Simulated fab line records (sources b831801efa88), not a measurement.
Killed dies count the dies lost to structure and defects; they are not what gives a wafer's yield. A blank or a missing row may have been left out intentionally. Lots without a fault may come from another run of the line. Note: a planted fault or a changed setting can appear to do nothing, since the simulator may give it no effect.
fab line records    flow sky130
[record] lots = 5  wafers = 15  last-day = 50
route steps=708 shown FIELD_ISO@4 NWELL@32 DNWELL@35 PWDE@45 PAD_OPEN@708
lots with no fault: from the same line, run without faults
start-h: hours from the record's first day to the start of the lot's first wafer shown    wait-h: hours from the lot's prior step to this one    " same as the row above    L1.1+2: several wafers, shown together as one row    - no value, or no start given    * or withheld: withheld    < > ~ a bound
route shown NAME@n: a module of which the file shows steps, and the number in the route of the first    usual: mean/standard deviation taken from wafers without a fault    same: alike in all rows    chamber/n: place in a boat    sites: per-site readings    _std_site: standard deviation across them    _edge_site: outer sites' mean less inner sites'    radius-mm: how far each site lies from the wafer's centre    mask NAME#n: copy n    behind: the last tool/chamber to shape the wafer    hold: reason for holding the lot/hours on hold/outcome of the hold    device: transistor that didn't switch, given as n, p or np    end of line: tests run on the same wafers once the route is complete    where a step has no rows: the recipe by itself    killed: the dies lost at the first sort to structure and to defects; this is not the yield of the wafer    map: per-die view of a wafer (x killed, . not killed, _ where there is no die)
set.NAME: setting as actually run; set.NAME@STEP: the setting as run at that earlier step    model.NAME: the simulator's own value behind a step, which no gauge read
lots at some steps of the route; a table a step, a row a wafer
services: when a tool's chamber went out of use (start-h, in hours from the record's first day, below 0 if earlier), for how many hours, and the reason
[[steps]]
[step SKY_FIELD_ISO_CVD_03]
[recipe] material = Si3N4  precursor = DCS/NH3  target-thk-nm = 165  temp-c = 770  time-s = 2830  pressure-mtorr = 250
[step SKY_FIELD_ISO_THK_MEAS_04]
[recipe] reads = Si3N4_of_FIELD_ISO_CVD_03
[usual] FIELD_ISO_CVD_03_THK = 164.4/1.5
lot.wafer  tool           chamber  start-h  wait-h  FIELD_ISO_CVD_03_THK[nm]
L261.1     film-metro-01  -        24.82    0.0     165.7
L261.3     "              -        "        "       165.5
L261.6     "              -        "        "       165.8
L266.1     film-metro-04  -        49.14    0.0     162.5
L266.3     "              -        "        "       163.1
L266.4     "              -        "        "       162.2
L275.1     film-metro-02  -        97.52    0.0     165.2
L275.3     "              -        "        "       165.0
L275.4     "              -        "        "       165.4
L279.2     film-metro-01  -        116.36   0.0     165.2
L279.5     "              -        "        "       167.1
L279.6     "              -        "        "       166.6
L280.2     film-metro-04  -        119.84   0.0     166.6
L280.4     "              -        "        "       164.2
L280.5     "              -        "        "       164.3
[step SKY_FIELD_ISO_DEHYDRATE_05]
[recipe] temp-c = 200  time-s = 60
[step SKY_FIELD_ISO_HMDS_06]
[recipe] prime-time-s = 60  prime-temp-c = 120
[step SKY_FIELD_ISO_COAT_07]
[recipe] resist = BARC  temp-c = withheld  time-s = withheld  spin-rpm = 3000  resist-thk-nm = 60
[step SKY_FIELD_ISO_COAT_08]
[recipe] resist = KrF-thick  spin-rpm = 3000  resist-thk-nm = 450
[step SKY_FIELD_ISO_SOFTBAKE_09]
[recipe] temp-c = 100  time-s = 90  resist = KrF-thick
[step SKY_FIELD_ISO_EXPOSE_10]
[recipe] mask-id = FOM  na = 0.68  source-shape = annular  sigma-inner = 0.4  sigma-outer = 0.8  target-cd-nm = 150  dose-mj = 28
[step SKY_FIELD_ISO_PEB_11]
[recipe] peb-temp-c = withheld  peb-time-s = withheld  resist = KrF-thick
[step SKY_FIELD_ISO_DEVELOP_12]
[recipe] develop-time-s = 60  resist = KrF-thick  dev-temp-c = 21
[step SKY_FIELD_ISO_CD_MEAS_13]
[recipe] target-cd-nm = 150
[usual] cd-nm = 149.6/1.7
lot.wafer  tool       chamber  start-h  wait-h  cd-nm
L261.1     cd-sem-02  -        39.01    -       149.1
L261.3     "          -        "        "       147.6
L261.6     "          -        "        "       148.4
L266.1     cd-sem-02  -        65.82    -       146.2
L266.3     "          -        "        "       146.7
L266.4     "          -        "        "       147.0
L275.1     cd-sem-01  -        114.66   -       151.0
L275.3     "          -        "        "       149.9
L275.4     "          -        "        "       149.9
L279.2     cd-sem-01  -        135.12   -       149.6
L279.5     "          -        "        "       150.6
L279.6     "          -        "        "       148.3
L280.2     cd-sem-01  -        137.69   -       149.7
L280.4     "          -        "        "       150.2
L280.5     "          -        "        "       149.4
[step SKY_FIELD_ISO_ETCH_14]
[recipe] chemistry = N2/H2  target = BARC  ion-energy-ev = 200  source-w = 500  bias-w = 100  pressure-mtorr = 30  n2-flow-sccm = 100  h2-flow-sccm = 200  stop-on = SiO2  time-s = 45.9  target-depth-a = 600
[usual] drypump-motor-current-A = 5.7/0.52  oes-product-au = 0.855/0.0049  throttle-valve-pct = 13.224/0.0087
[same] time-s = 45.9
lot.wafer  tool         chamber  start-h  wait-h  drypump-motor-current-A  oes-product-au  rf-hours-counter-h  throttle-valve-pct
L261.1     rie-diel-04  1        39.13    0.1     5.7                      0.843           127                 13.234
L261.3     "            3        "        "       6.7                      0.853           0                   13.227
L261.6     "            0        "        "       4.9                      0.856           -                   13.215
L266.1     rie-diel-03  3        65.94    0.1     5.8                      0.855           88                  13.230
L266.3     "            0        "        "       5.8                      0.854           151                 13.227
L266.4     "            2        "        "       5.4                      0.858           21                  13.215
L275.1     rie-diel-03  3        114.78   0.1     5.8                      0.853           89                  13.217
L275.3     "            1        "        "       5.7                      0.852           22                  13.224
L275.4     "            2        "        "       5.4                      0.852           22                  13.238
L279.2     rie-diel-01  2        135.22   0.1     5.1                      0.863           1                   13.229
L279.5     "            2        "        "       5.2                      0.851           -                   13.209
L279.6     "            3        "        "       5.7                      0.863           -                   13.209
L280.2     rie-diel-01  3        137.79   0.1     5.6                      0.849           112                 13.222
L280.4     "            2        "        "       5.1                      0.863           1                   13.223
L280.5     "            1        "        "       5.9                      0.860           -                   13.234
[step SKY_FIELD_ISO_ETCH_15]
[recipe] chemistry = CHF3/O2  target-depth-nm = 180  stop-on = Si  source-w = 600  bias-w = 200  pressure-mtorr = 40  chf3-flow-sccm = 50  O2_flow_sccm = 5  time-s = 72
[usual] O2_flow_sccm = 5.000/0.014  drypump-motor-current-A = 5.7/0.53  oes-product-au = 0.943/0.0062  throttle-valve-pct = 8.843/0.0095
[same] time-s = 72
lot.wafer  tool         chamber  start-h  wait-h  O2_flow_sccm  drypump-motor-current-A  oes-product-au  rf-hours-counter-h  throttle-valve-pct
L261.1     rie-diel-04  1        39.17    0.0     4.980         5.7                      0.952           127                 8.838
L261.3     "            3        "        "       5.010         6.7                      0.948           0                   8.837
L261.6     "            0        "        "       4.992         4.9                      0.941           -                   8.840
L266.1     rie-diel-03  3        65.99    0.0     5.007         5.8                      0.932           88                  8.830
L266.3     "            0        "        "       4.994         5.8                      0.942           151                 8.852
L266.4     "            2        "        "       5.018         5.4                      0.939           21                  8.854
L275.1     rie-diel-03  3        114.82   0.0     5.001         5.8                      0.945           89                  8.834
L275.3     "            1        "        "       5.005         5.7                      0.946           22                  8.844
L275.4     "            2        "        "       4.991         5.4                      0.946           22                  8.864
L279.2     rie-diel-01  2        135.26   0.0     5.004         5.1                      0.943           1                   8.836
L279.5     "            2        "        "       4.981         5.1                      0.945           -                   8.835
L279.6     "            3        "        "       5.002         5.6                      0.959           -                   8.858
L280.2     rie-diel-01  3        137.83   0.0     5.014         5.6                      0.947           112                 8.833
L280.4     "            2        "        "       5.015         5.1                      0.942           1                   8.831
L280.5     "            1        "        "       5.004         6.0                      0.943           -                   8.850
[step SKY_FIELD_ISO_STRIP_16]
[recipe] chemistry = O2/N2  power-w = 1400  pressure-mtorr = 1500  platen-temp-c = withheld  o2-flow-sccm = 3000  n2-flow-sccm = 300  overash-fraction = 0.5
[usual] drypump-motor-current-A = 5.4/0.41  oes-product-au = 0.377/0.0044  strip-time-to-endpoint-s = 3.53/0.04
lot.wafer  tool             chamber  start-h  wait-h  drypump-motor-current-A  oes-product-au  rf-hours-counter-h  strip-time-to-endpoint-s
L261.1     plasma-asher-01  0        39.23    0.0     5.4                      0.372           35                  3.55
L261.3     "                1        "        "       5.3                      0.378           -                   3.51
L261.6     "                1        "        "       5.3                      0.374           -                   3.47
L266.1     plasma-asher-04  1        66.04    0.0     5.8                      0.375           40                  3.55
L266.3     "                0        "        "       5.9                      0.373           -                   3.51
L266.4     "                1        "        "       5.8                      0.379           -                   3.57
L275.1     plasma-asher-02  0        114.88   0.0     5.7                      0.379           43                  3.57
L275.3     "                1        "        "       4.7                      0.373           -                   3.54
L275.4     "                0        "        "       5.7                      0.380           -                   3.57
L279.2     plasma-asher-01  0        135.32   0.0     5.4                      0.379           2                   3.53
L279.5     "                1        "        "       5.3                      0.381           -                   3.55
L279.6     "                0        "        "       5.4                      0.376           -                   3.53
L280.2     plasma-asher-02  0        137.89   0.0     5.7                      0.377           45                  3.51
L280.4     "                1        "        "       4.7                      0.380           -                   3.55
L280.5     "                1        "        "       4.7                      0.379           -                   3.55
[step SKY_FIELD_ISO_ETCH_17]
[recipe] target-depth-a = 3420  mask-material = Si3N4  chemistry = HBr/Cl2/O2  target = Si  taper-deg = 5  icp-w = 600  bias-w = 150  pressure-mtorr = 15  HBr_flow_sccm = 150  Cl2_flow_sccm = 40  O2_flow_sccm = 6  time-s = 97.7
[usual] O2_flow_sccm = 6.001/0.018  drypump-motor-current-A = 5.8/0.41  oes-product-au = 0.998/0.0077  throttle-valve-pct = 25.658/0.01
[same] time-s = 97.7
lot.wafer  tool       chamber  start-h  wait-h  O2_flow_sccm  drypump-motor-current-A  oes-product-au  rf-hours-counter-h  throttle-valve-pct
L261.1     rie-si-01  3        39.33    0.1     6.024         5.5                      1.010           1                   25.666
L261.3     "          1        "        "       6.018         5.6                      0.994           151                 25.663
L261.6     "          0        "        "       6.007         6.5                      0.997           -                   25.657
L266.1     rie-si-01  2        66.14    0.1     5.998         5.6                      0.996           126                 25.665
L266.3     "          0        "        "       6.018         6.5                      1.002           26                  25.656
L266.4     "          3        "        "       6.015         5.5                      1.019           2                   25.649
L275.1     rie-si-02  0        114.98   0.1     5.985         5.8                      0.992           101                 25.652
L275.3     "          3        "        "       6.000         5.5                      0.997           29                  25.656
L275.4     "          1        "        "       6.006         5.6                      0.999           138                 25.654
L279.2     rie-si-02  2        135.42   0.1     5.984         6.6                      0.995           3                   25.663
L279.5     "          2        "        "       5.945         6.6                      0.994           -                   25.683
L279.6     "          0        "        "       6.025         5.8                      0.988           -                   25.661
L280.2     rie-si-01  2        137.99   0.1     6.016         5.6                      0.988           127                 25.661
L280.4     "          0        "        "       6.002         6.5                      0.996           27                  25.655
L280.5     "          2        "        "       6.004         5.6                      0.997           -                   25.660
[step SKY_FIELD_ISO_WET_ETCH_18]
[recipe] chemistry = H3PO4  target-depth-nm = 25  temp-c = 160  target = Si3N4  time-s = 286
[step SKY_FIELD_ISO_CLEAN_19]
[recipe] chemistry = SC1/SC2  mix = 1:4:20  temp-c = 70  time-s = 150
[step SKY_FIELD_ISO_CLEAN_20]
[recipe] chemistry = dHF  time-s = 20  dilution = 100:1
[step SKY_FIELD_ISO_WET_ETCH_21]
[recipe] chemistry = dHF  dilution = 100:1  target-depth-nm = 20  dry = ipa-marangoni  target = SiO2  temp-c = 25  time-s = 400
[step SKY_FIELD_ISO_OXIDATION_22]
[recipe] temp-c = 950  ambient = O2  stabilise-s = 600  purge-s = 300  target-thk-a = 100  ox-time-s = 623
[step SKY_FIELD_ISO_THK_MEAS_23]
[recipe] reads = SiO2_of_FIELD_ISO_OXIDATION_22
[usual] FIELD_ISO_OXIDATION_01_THK = 9.88/0.19
lot.wafer  tool           chamber  start-h  wait-h  FIELD_ISO_OXIDATION_01_THK[nm]
L261.1     film-metro-01  -        41.40    0.0     10.08
L261.3     "              -        "        "       10.05
L261.6     "              -        "        "       9.99
L266.1     film-metro-04  -        68.98    0.0     9.96
L266.3     "              -        "        "       10.15
L266.4     "              -        "        "       10.17
L275.1     film-metro-04  -        117.18   0.0     9.66
L275.3     "              -        "        "       9.80
L275.4     "              -        "        "       9.78
L279.2     film-metro-02  -        137.41   0.0     9.71
L279.5     "              -        "        "       9.46
L279.6     "              -        "        "       9.65
L280.2     film-metro-01  -        141.39   0.0     9.63
L280.4     "              -        "        "       9.94
L280.5     "              -        "        "       9.95
[step SKY_FIELD_ISO_CVD_24]
[recipe] material = SiO2  target-thk-nm = 595  temp-c = 650  sigma-open-frac = 0.3  time-s = 99.2  sih4-flow-sccm = 60  pressure-mtorr = 6
[step SKY_FIELD_ISO_THK_MEAS_25]
[recipe] reads = SiO2_of_FIELD_ISO_CVD_24
[usual] FIELD_ISO_CVD_24_THK = 592/5.1
lot.wafer  tool           chamber  start-h  wait-h  FIELD_ISO_CVD_24_THK[nm]
L261.1     film-metro-01  -        41.53    0.0     600
L261.3     "              -        "        "       593
L261.6     "              -        "        "       597
L266.1     film-metro-02  -        69.11    0.0     602
L266.3     "              -        "        "       597
L266.4     "              -        "        "       596
L275.1     film-metro-01  -        117.32   0.0     595
L275.3     "              -        "        "       603
L275.4     "              -        "        "       591
L279.2     film-metro-01  -        137.54   0.0     587
L279.5     "              -        "        "       595
L279.6     "              -        "        "       599
L280.2     film-metro-04  -        141.52   0.0     596
L280.4     "              -        "        "       600
L280.5     "              -        "        "       595
[step SKY_FIELD_ISO_ANNEAL_26]
[recipe] temp-c = 1000  time-s = 1800  ambient = N2
[step SKY_FIELD_ISO_CMP_27]
[recipe] stop-on = Si3N4  t-overpolish-s = 16  down-force-psi = 4  platen-rpm = 60  target-thk-nm = 457.8  pad-velocity-m-s = 0.94248
[usual] head-pressure-psi = 4.001/0.0089  motor-current-A = 11.7/0.84  overpolish-run-s = 16.000/0.0083  retaining-ring-pressure-frac = 1.000/0.005  slurry-flow-ml-min = 150.0/0.45  time-to-endpoint-s = 112/4.3
lot.wafer  tool    chamber  start-h  wait-h  head-pressure-psi  motor-current-A  overpolish-run-s  retaining-ring-pressure-frac  slurry-flow-ml-min  time-to-endpoint-s
L261.3     cmp-02  0        44.62    0.2     3.995              11.0             16.008            0.999                         150.0               108
L261.1     "       1        "        "       4.004              11.3             16.014            0.998                         150.4               109
L261.6     "       2        "        "       3.997              11.3             16.012            1.003                         149.2               109
L266.3     cmp-01  2        71.61    0.0     3.998              12.4             16.011            1.007                         149.6               116
L266.4     "       3        "        "       4.007              11.9             16.005            0.995                         149.6               118
L266.1     "       1        "        "       3.995              12.4             16.002            1.000                         149.4               119
L275.1     cmp-01  1        119.48   0.0     4.012              12.0             16.010            0.999                         149.7               121
L275.4     "       2        "        "       4.007              12.9             15.995            1.001                         150.1               113
L275.3     "       3        "        "       3.996              11.8             15.994            1.000                         151.0               119
L279.2     cmp-01  1        140.42   0.1     3.995              11.5             16.008            0.996                         149.8               112
L279.6     "       2        "        "       3.987              13.1             16.007            0.988                         150.2               113
L279.5     "       3        "        "       3.991              12.0             15.994            1.002                         149.9               114
L280.4     cmp-01  3        144.39   0.0     4.001              12.3             15.998            0.999                         149.8               112
L280.2     "       0        "        "       4.004              10.3             15.992            1.004                         150.5               107
L280.5     "       3        "        "       3.994              12.6             16.001            0.996                         150.1               117
[step SKY_FIELD_ISO_WET_ETCH_28]
[recipe] chemistry = dHF  target-depth-nm = 23.7  target = SiO2  dilution = 10:1  temp-c = 25  time-s = 47
[step SKY_FIELD_ISO_WET_ETCH_29]
[recipe] chemistry = H3PO4  target-depth-nm = 160  target = Si3N4  temp-c = 160  time-s = 1825
[step SKY_FIELD_ISO_WET_ETCH_30]
[recipe] chemistry = dHF  target-depth-nm = 25  target = SiO2  dilution = 10:1  temp-c = 25  time-s = 50
[step SKY_NWELL_CLEAN_00]
[recipe] chemistry = SC1/SC2  mix = 1:4:20  temp-c = 70  time-s = 150  dry = n2-spin
[step SKY_NWELL_OXIDATION_01]
[recipe] temp-c = 900  ambient = O2  stabilise-s = 600  purge-s = 300  target-thk-a = 100  ox-time-s = 1418
[step SKY_NWELL_THK_MEAS_02]
[recipe] reads = SiO2_of_NWELL_OXIDATION_01
[usual] NWELL_OXIDATION_THK = 9.97/0.2
lot.wafer  tool           chamber  start-h  wait-h  NWELL_OXIDATION_THK[nm]
L261.1     film-metro-03  -        47.59    0.0     10.17
L261.3     "              -        "        "       9.94
L261.6     "              -        "        "       10.06
L266.1     film-metro-02  -        77.22    0.0     10.01
L266.3     "              -        "        "       10.05
L266.4     "              -        "        "       10.00
L275.1     film-metro-01  -        122.29   0.0     9.62
L275.3     "              -        "        "       9.90
L275.4     "              -        "        "       9.97
L279.2     film-metro-02  -        143.20   0.0     9.70
L279.5     "              -        "        "       9.87
L279.6     "              -        "        "       9.82
L280.2     film-metro-01  -        148.04   0.0     9.99
L280.4     "              -        "        "       9.94
L280.5     "              -        "        "       10.03
[step SKY_DNWELL_DEHYDRATE_00]
[recipe] temp-c = 200  time-s = 60
[step SKY_DNWELL_HMDS_01]
[recipe] prime-time-s = 60  prime-temp-c = 120
[step SKY_DNWELL_COAT_02]
[recipe] spin-rpm = 2000  resist-thk-nm = 3000
[step SKY_DNWELL_SOFTBAKE_03]
[recipe] temp-c = 110  time-s = withheld
[step SKY_DNWELL_EXPOSE_04]
[recipe] mask-id = DNM  na = 0.57  target-cd-nm = 3000  dose-mj = 222
[step SKY_DNWELL_PEB_05]
[recipe] temp-c = 115  time-s = withheld
[step SKY_DNWELL_DEVELOP_06]
[recipe] wall-angle-deg = 90  developer = TMAH  develop-time-s = 60  dev-temp-c = 23
[step SKY_DNWELL_IMPLANT_07]
[recipe] species = P  energy-kev = withheld  dose-cm2 = withheld  tilt-deg = withheld
[step SKY_DNWELL_STRIP_08]
[recipe] chemistry = O2/N2  power-w = 1400  pressure-mtorr = 1500  platen-temp-c = withheld  o2-flow-sccm = 3000  n2-flow-sccm = 300  overash-fraction = 0.5
[usual] drypump-motor-current-A = 5.7/0.32  oes-product-au = 0.722/0.0048  strip-time-to-endpoint-s = 36.89/0.11
lot.wafer  tool             chamber  start-h  wait-h  drypump-motor-current-A  oes-product-au  rf-hours-counter-h  strip-time-to-endpoint-s
L261.1     plasma-asher-04  1        62.91    0.1     5.8                      0.723           39                  36.69
L261.3     "                1        "        "       5.8                      0.718           -                   36.72
L261.6     "                0        "        "       5.8                      0.717           -                   36.73
L266.1     plasma-asher-04  1        93.47    0.1     5.8                      0.716           42                  37.06
L266.3     "                0        "        "       5.9                      0.715           -                   37.10
L266.4     "                1        "        "       5.8                      0.722           -                   36.97
L275.1     plasma-asher-03  1        142.66   0.1     5.9                      0.722           33                  36.93
L275.3     "                1        "        "       5.9                      0.717           -                   36.92
L275.4     "                0        "        "       6.2                      0.721           -                   36.96
L279.2     plasma-asher-03  1        163.36   0.1     5.8                      0.725           35                  36.78
L279.5     "                1        "        "       5.9                      0.718           -                   36.85
L279.6     "                0        "        "       6.2                      0.726           -                   36.75
L280.2     plasma-asher-01  0        167.81   0.1     5.4                      0.714           5                   36.75
L280.4     "                0        "        "       5.4                      0.726           -                   36.79
L280.5     "                0        "        "       5.4                      0.713           -                   36.69
[step SKY_DNWELL_TW_MEAS_09]
[usual] DNWELL_TW = 1125/8.6
lot.wafer  tool           chamber  start-h  wait-h  DNWELL_TW
L261.1     film-metro-03  -        63.01    0.1     1134
L261.3     "              -        "        "       1137
L261.6     "              -        "        "       1135
L266.1     film-metro-01  -        93.57    0.1     1133
L266.3     "              -        "        "       1121
L266.4     "              -        "        "       1129
L275.1     film-metro-02  -        142.76   0.1     1110
L275.3     "              -        "        "       1111
L275.4     "              -        "        "       1114
L279.2     film-metro-02  -        163.47   0.1     1117
L279.5     "              -        "        "       1107
L279.6     "              -        "        "       1115
L280.2     film-metro-03  -        167.92   0.1     1123
L280.4     "              -        "        "       1127
L280.5     "              -        "        "       1123
[step SKY_PWDE_DEHYDRATE_00]
[recipe] temp-c = 200  time-s = 60
[step SKY_PAD_OPEN_PROBE_99]
[usual] killed_at_M0_to_M3 = 43/7.8  killed_at_M4_up = 3.2/1.7  killed-at-contacts = 24/5.2  killed-at-front-end = 15/4.5  killed-at-other = 0.4/0.65  killed-dies = 87/9.1  killed-open = 47/7.3  killed-short = 40/6.5
[same] gross-dies = 492  killed-at-back-side = 0
lot.wafer  tool       chamber  start-h  wait-h  hold                      killed_at_M0_to_M3  killed_at_M4_up  killed-at-contacts  killed-at-front-end  killed-at-other  killed-dies  killed-open  killed-short
L261.1     prober-01  -        1082.38  0.1     -                         48                  3                28                  16                   0                95           56           38
L261.3     prober-01  -        1082.48  0.2     -                         40                  3                29                  22                   1                95           57           37
L261.6     prober-01  -        1082.63  0.2     -                         38                  4                20                  9                    0                71           36           34
L266.1     prober-02  -        1114.57  0.1     -                         26                  3                33                  16                   0                78           42           36
L266.3     prober-02  -        1114.67  0.2     -                         42                  1                25                  28                   0                96           50           46
L266.4     prober-02  -        1114.72  0.2     -                         42                  3                32                  14                   0                91           43           48
L275.1     prober-01  -        1169.18  0.1     await-dispo/5.5h/release  44                  3                27                  15                   0                89           53           36
L275.3     prober-01  -        1169.28  0.2     await-dispo/5.5h/release  40                  5                20                  80                   0                145          43           39
L275.4     prober-01  -        1169.33  0.2     await-dispo/5.5h/release  54                  1                22                  18                   0                95           45           50
L279.2     prober-01  -        1192.71  0.1     -                         28                  0                21                  9                    3                61           32           26
L279.5     prober-01  -        1192.86  0.2     -                         45                  4                26                  14                   0                89           41           48
L279.6     prober-01  -        1192.91  0.2     -                         56                  2                16                  10                   0                84           42           42
L280.2     prober-02  -        1192.89  0.1     -                         49                  2                26                  9                    2                88           38           49
L280.4     prober-02  -        1192.99  0.2     -                         30                  3                27                  13                   2                75           37           38
L280.5     prober-02  -        1193.04  0.2     -                         35                  2                25                  16                   1                79           38           41
// killed by level:class
L261.1 VIA1:geometric-particle:open=15 CONTACT:geometric-particle:open=11 FIELD_ISO:geometric-particle:open=8 CONTACT:geometric-particle:short=8 VIA3:geometric-particle:open=7 LI_CONTACT:geometric-particle:open=6 VIA1:geometric-particle:short=6 VIA2:geometric-particle:open=6
L261.3 CONTACT:geometric-particle:open=16 VIA1:geometric-particle:open=14 FIELD_ISO:geometric-particle:open=6 VIA2:geometric-particle:open=6 CONTACT:geometric-particle:short=5 FIELD_ISO:geometric-particle:short=4 POLY_GATE:geometric-particle:short=4 LOCAL_INTERCONNECT:geometric-particle:short=4
L261.6 VIA3:geometric-particle:open=9 CONTACT:geometric-particle:short=6 CONTACT:geometric-particle:open=5 METAL1:geometric-particle:short=5 VIA1:geometric-particle:open=5 METAL3:geometric-particle:short=5 LI_CONTACT:geometric-particle:open=4 VIA1:geometric-particle:short=4
L266.1 CONTACT:geometric-particle:open=10 CONTACT:geometric-particle:short=7 LI_CONTACT:geometric-particle:open=6 VIA1:geometric-particle:open=6 FIELD_ISO:geometric-particle:open=5 LOCAL_INTERCONNECT:geometric-particle:short=5 FIELD_ISO:geometric-particle:short=4 POLY_GATE:geometric-particle:open=4
L266.3 CONTACT:geometric-particle:open=12 VIA1:geometric-particle:short=8 VIA1:geometric-particle:open=8 FIELD_ISO:geometric-particle:open=7 CONTACT:geometric-particle:short=7 METAL1:geometric-particle:short=7 FIELD_ISO:geometric-particle:short=6 VIA3:geometric-particle:open=6
L266.4 VIA1:geometric-particle:open=10 LI_CONTACT:geometric-particle:open=9 CONTACT:geometric-particle:open=9 LOCAL_INTERCONNECT:geometric-particle:short=8 VIA3:geometric-particle:open=8 METAL1:geometric-particle:short=6 METAL2:geometric-particle:short=6 LI_CONTACT:geometric-particle:short=5
L275.1 VIA1:geometric-particle:open=13 VIA2:geometric-particle:open=11 CONTACT:geometric-particle:open=9 FIELD_ISO:geometric-particle:short=6 LI_CONTACT:geometric-particle:open=6 VIA1:geometric-particle:short=6 CONTACT:geometric-particle:short=5 VIA3:geometric-particle:open=4
L275.3 FIELD_ISO:unspecified=63 VIA1:geometric-particle:open=14 CONTACT:geometric-particle:open=8 METAL2:geometric-particle:short=8 CONTACT:geometric-particle:short=6 VIA3:geometric-particle:open=5 FIELD_ISO:geometric-particle:short=4 LI_CONTACT:geometric-particle:open=4
L275.4 CONTACT:geometric-particle:open=11 METAL2:geometric-particle:short=11 VIA1:geometric-particle:short=9 VIA3:geometric-particle:open=8 FIELD_ISO:geometric-particle:open=6 METAL1:geometric-particle:short=6 VIA1:geometric-particle:open=6 VIA2:geometric-particle:open=5
L279.2 CONTACT:geometric-particle:open=9 VIA1:geometric-particle:open=7 VIA2:geometric-particle:open=6 VIA3:geometric-particle:short=5 METAL2:geometric-particle:short=4 FIELD_ISO:geometric-particle:short=3 VIA1:geometric-particle:short=3 LI_CONTACT:geometric-particle:short=3
L279.5 CONTACT:geometric-particle:open=12 VIA1:geometric-particle:open=8 METAL2:geometric-particle:short=8 CONTACT:geometric-particle:short=7 METAL1:geometric-particle:short=7 FIELD_ISO:geometric-particle:short=5 LI_CONTACT:geometric-particle:open=5 VIA3:geometric-particle:short=5
L280.2 VIA1:geometric-particle:open=9 CONTACT:geometric-particle:open=8 METAL1:geometric-particle:short=7 METAL3:geometric-particle:short=7 LOCAL_INTERCONNECT:geometric-particle:short=6 VIA1:geometric-particle:short=6 LI_CONTACT:geometric-particle:open=5 CONTACT:geometric-particle:short=5
L279.6 VIA1:geometric-particle:open=11 VIA2:geometric-particle:short=9 VIA2:geometric-particle:open=9 VIA3:geometric-particle:open=6 POLY_GATE:geometric-particle:short=5 VIA1:geometric-particle:short=5 CONTACT:geometric-particle:short=5 CONTACT:geometric-particle:open=5
L280.4 VIA1:geometric-particle:open=9 CONTACT:geometric-particle:open=9 VIA3:geometric-particle:open=7 LI_CONTACT:geometric-particle:open=7 LOCAL_INTERCONNECT:geometric-particle:short=6 FIELD_ISO:geometric-particle:short=4 POLY_GATE:geometric-particle:short=4 METAL1:geometric-particle:short=4
L280.5 CONTACT:geometric-particle:short=9 LI_CONTACT:geometric-particle:open=8 VIA1:geometric-particle:open=6 POLY_GATE:geometric-particle:open=5 VIA3:geometric-particle:open=5 FIELD_ISO:geometric-particle:short=4 POLY_GATE:geometric-particle:short=4 CONTACT:geometric-particle:open=4
// map L275.3 (x killed, . not)
__________.x.x.xxx.x_________
________x.....x......._______
______.......x....x....._____
_____.xx...........x..x..____
____..x...x...x.xx..x.x...___
___............xxxxx.x.....__
__..............x..x.xxxxx.._
_..x.........x....x.xxxxxxxx.
_...............x.xxxxxxxxxxx
_.x...............xxxxxxxxxxx
_.xx......x.x.....xxxxxxxxxxx
_...................xxxxxxxxx
_.....xx....x.x.x....xxxxxxx.
_x......x..x......x...xxx....
_...x.....xxxx..x...xx....x..
__x........................x_
___x...x...........xx...x..__
____..x.......x........x..___
_____......x.x...x.......____
______..x...x.x.x....x.._____
________x...........x._______
__________....x..xxx_________
// map L266.3 (x killed, . not)
__________.........._________
________.......xx....._______
______.x....x.x.....xx.._____
_____.x.x..............x.____
____.....x.x.xxx.....x....___
___........x.....xx..x.x...__
__............x............._
_...x........xx........xx.x..
_...x.....x..xxxx...........x
_..........x.x...x...xx..x.x.
_.........xx.x..xx...x.......
_............xx.....xx.....x.
_.x.......x.x..x.........xx..
_........x......x......x....x
_.x..............x.......x.x.
__...x.............x.x.x.xx._
___.....x.x.........x......__
____x......x...xxx.....x..___
_____x.x..............x..____
______.x.x......x......x_____
________x.x...x...x..._______
__________...x..xx.._________
[[services]]
tool             chamber  start-h  hours  kind
plasma-asher-01  -        21.22    6.9    repair
rie-diel-04      2        38.02    30.8   repair
cmp-01           -        39.73    0.9    repair
rie-si-01        3        41.01    8.2    repair
cmp-01           -        43.58    3.2    pm
cmp-01           -        64.15    4.0    pm
plasma-asher-01  -        80.62    2.5    repair
rie-diel-01      -        81.86    0.5    repair
rie-diel-03      3        86.35    6.5    repair
rie-diel-01      3        94.84    1.7    repair
rie-diel-01      3        104.06   5.1    repair
plasma-asher-01  -        108.75   9.0    pm
rie-diel-04      2        110.32   9.6    repair
rie-diel-03      3        116.89   13.7   repair
rie-diel-01      0        119.28   1.3    repair
rie-diel-03      0        121.44   21.3   repair
cmp-01           -        122.19   2.0    repair
rie-si-02        -        123.00   2.8    pm
rie-si-02        1        130.97   1.9    repair
rie-si-02        3        135.06   8.0    repair
rie-diel-04      1        139.46   22.5   repair
rie-si-02        -        140.68   1.1    repair
rie-diel-01      3        151.72   15.1   repair
rie-diel-01      -        156.43   14.6   pm
[[key]]
[first-sign] step = SKY_PAD_OPEN_PROBE_99  reading = killed-at-front-end  direction = up  sigmas = 14  usual = 15  struck = 80
[effect] step = SKY_PAD_OPEN_PROBE_99  reading = killed-dies  direction = up  sigmas = 6.4  usual = 87  struck = 145
met-at SKY_FIELD_ISO_ETCH_15
struck-wafers L275.3
tester-left-out L275
[fault] kind = chamber-particle-source  tool = rie-diel-03  chamber = 1  onset-h = 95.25  steps = SKY_FIELD_ISO_ETCH_15  rate-per-visit-cm2 = 1.4219  end-h = 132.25
// tester-left-out: of these lots the tester's yield and bins aren't shown, on N5 and GAA mostly nor the transistor test; their killed dies are dies lost to structure and defects alone, not to doping, threshold or leakage, so they don't give the yield
